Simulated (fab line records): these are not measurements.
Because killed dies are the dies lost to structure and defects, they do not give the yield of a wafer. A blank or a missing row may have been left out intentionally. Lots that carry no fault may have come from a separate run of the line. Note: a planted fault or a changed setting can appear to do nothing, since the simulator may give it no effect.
Which tool did it? / flow sky130 / at 1 step of a route of 708, 14 lots with 42 wafers sampled

## WHAT THE GAUGES READ, wafer by wafer
No reading from a measuring or inspecting step in the record can be judged against a usual standard deviation.

## WHICH TOOL RAN EACH LOT (tool, then ch and the chambers of the sampled wafers, then the start)
lot=L181; SKY_NWELL_DEVELOP_22=litho-track-02 ch 0, day 5 06:00
lot=L182; SKY_NWELL_DEVELOP_22=litho-track-04 ch 0, day 5 16:00
lot=L183; SKY_NWELL_DEVELOP_22=litho-track-02 ch 0, day 5 20:00
lot=L186; SKY_NWELL_DEVELOP_22=litho-track-02 ch 0, day 6 13:00
lot=L189; SKY_NWELL_DEVELOP_22=litho-track-04 ch 0, day 7 05:00
lot=L190; SKY_NWELL_DEVELOP_22=litho-track-01 ch 0, day 7 12:00
lot=L191; SKY_NWELL_DEVELOP_22=litho-track-04 ch 0, day 7 20:00
lot=L192; SKY_NWELL_DEVELOP_22=litho-track-04 ch 0, day 8 07:00
lot=L197; SKY_NWELL_DEVELOP_22=litho-track-02, day 9 08:00
lot=L198; SKY_NWELL_DEVELOP_22=litho-track-02, day 9 13:00
lot=L201; SKY_NWELL_DEVELOP_22=litho-track-04 ch 0, day 10 08:00
lot=L202; SKY_NWELL_DEVELOP_22=litho-track-04 ch 0, day 10 12:00
lot=L203; SKY_NWELL_DEVELOP_22=litho-track-04 ch 0, day 10 22:00
lot=L204; SKY_NWELL_DEVELOP_22=litho-track-02 ch 0, day 11 05:00
- SKY_NWELL_DEVELOP_22: develop time 60 s.

## AS READ BY THE TOOLS THEMSELVES (means over the sampled wafers that have a number; for cases with no such wafer, the mark the record gives instead)
SKY_NWELL_DEVELOP_22. Usual: chill-plate-temp-C 23.00 C, standard deviation 0.11; exhaust-pa 45.0 Pa, standard deviation 0.87; resist-line-temp-C 23.03 C, standard deviation 0.11.
lot=L181; tool=litho-track-02; chill-plate-temp-C (C)=23.07; exhaust-pa (Pa)=45.8; resist-line-temp-C (C)=23.17; flag=
lot=L182; tool=litho-track-04; chill-plate-temp-C (C)=23.00; exhaust-pa (Pa)=44.3; resist-line-temp-C (C)=22.98; flag=
lot=L183; tool=litho-track-02; chill-plate-temp-C (C)=22.88; exhaust-pa (Pa)=44.9; resist-line-temp-C (C)=22.90; flag=
lot=L186; tool=litho-track-02; chill-plate-temp-C (C)=23.05; exhaust-pa (Pa)=43.3; resist-line-temp-C (C)=22.97; flag=
lot=L189; tool=litho-track-04; chill-plate-temp-C (C)=22.97; exhaust-pa (Pa)=45.3; resist-line-temp-C (C)=22.96; flag=
lot=L190; tool=litho-track-01; chill-plate-temp-C (C)=23.06; exhaust-pa (Pa)=43.9; resist-line-temp-C (C)=23.06; flag=
lot=L191; tool=litho-track-04; chill-plate-temp-C (C)=22.90; exhaust-pa (Pa)=45.6; resist-line-temp-C (C)=23.14; flag=
lot=L192; tool=litho-track-04; chill-plate-temp-C (C)=23.07; exhaust-pa (Pa)=44.6; resist-line-temp-C (C)=23.12; flag=
lot=L197; tool=litho-track-02; chill-plate-temp-C (C)=-; exhaust-pa (Pa)=-; resist-line-temp-C (C)=-; flag=OFF
lot=L198; tool=litho-track-02; chill-plate-temp-C (C)=-; exhaust-pa (Pa)=-; resist-line-temp-C (C)=-; flag=OFF
lot=L201; tool=litho-track-04; chill-plate-temp-C (C)=22.98; exhaust-pa (Pa)=45.5; resist-line-temp-C (C)=22.93; flag=
lot=L202; tool=litho-track-04; chill-plate-temp-C (C)=23.02; exhaust-pa (Pa)=44.8; resist-line-temp-C (C)=22.98; flag=
lot=L203; tool=litho-track-04; chill-plate-temp-C (C)=22.83; exhaust-pa (Pa)=45.6; resist-line-temp-C (C)=23.13; flag=
lot=L204; tool=litho-track-02; chill-plate-temp-C (C)=22.92; exhaust-pa (Pa)=45.4; resist-line-temp-C (C)=22.93; flag=

## THE ANSWER, worked out from the rows above alone
Rule: lot off if the mean of its wafers having a number is beyond 3 standard deviations from the usual mean. Also off: a lot with no number at a reading for which 4 or more lots have one. All remaining lots with rows at the step are treated as sound. After the gauges, taken in route order, come the tools' own readings; for these a lot's mean is taken, as printed above. At the first step where some lot is off, the reading lying furthest off is the one used; lots without a number count as furthest.
Off, at SKY_NWELL_DEVELOP_22 on chill-plate-temp-C: L197, L198. Without a number there: L197, L198.
A tool fits if, at that step or a process step before it, it ran every lot that is off, and no sound lot after the first of them. No candidate that was tried fits.

## WHAT THE SIMULATOR HAD PUT IN
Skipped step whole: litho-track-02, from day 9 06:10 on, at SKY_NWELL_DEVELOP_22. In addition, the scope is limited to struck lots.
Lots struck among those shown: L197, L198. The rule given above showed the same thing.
